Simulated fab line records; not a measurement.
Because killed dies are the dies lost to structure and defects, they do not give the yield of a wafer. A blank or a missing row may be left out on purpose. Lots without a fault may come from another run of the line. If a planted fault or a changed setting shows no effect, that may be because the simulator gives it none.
What tool caused it? / flow gf180mcu / 7 lots, 21 wafers sampled, at 1 step of a route of 602

== WHAT THE GAUGES READ, wafer by wafer ==
GF_VT_IMPLANT_RS_MEAS_47: measurement is done with a four-point probe.
lot=L208; measured=day 7 19:25; on=filmMetro-04; NWELL_RS (ohm/sq)=488.1 487.8 489.4
lot=L210; measured=day 8 02:55; on=filmMetro-04; NWELL_RS (ohm/sq)=490.0 488.3 489.0
lot=L212; measured=day 8 20:45; on=filmMetro-01; NWELL_RS (ohm/sq)=485.5 487.5 485.5
lot=L215; measured=day 10 01:38; on=filmMetro-04; NWELL_RS (ohm/sq)=488.3 488.2 490.3
lot=L217; measured=day 10 18:26; on=filmMetro-04; NWELL_RS (ohm/sq)=491.3 491.6 490.2
lot=L223; measured=day 12 14:12; on=filmMetro-03; NWELL_RS (ohm/sq)=490.5 489.4 490.7
lot=L228; measured=day 13 14:31; on=filmMetro-04; NWELL_RS (ohm/sq)=485.9 486.0 487.2

== WHICH TOOL RAN EACH LOT (tool, then ch and the chambers of the sampled wafers, then the start) ==
Before these readings, the record contains no process step.

== THE ANSWER, worked out from the rows above alone ==
Rule: usual is defined by the lots themselves. The widest of any qualifying gaps counts: lots, ordered by their means at a reading, are off when they make up no more than a third of the lots, leave a main group of 4 or more, and stand apart from it by 3 or more times the standard deviation of that group's means. If all means in a main group match to the digits the tables above print for the reading, that group is not used. Also off: a lot with no number at a reading for which 4 or more lots have one. All remaining lots with rows at the step are treated as sound.
No lot is off on any of the readings shown, so nothing can be concluded from this.

== WHAT THE SIMULATOR HAD PUT IN ==
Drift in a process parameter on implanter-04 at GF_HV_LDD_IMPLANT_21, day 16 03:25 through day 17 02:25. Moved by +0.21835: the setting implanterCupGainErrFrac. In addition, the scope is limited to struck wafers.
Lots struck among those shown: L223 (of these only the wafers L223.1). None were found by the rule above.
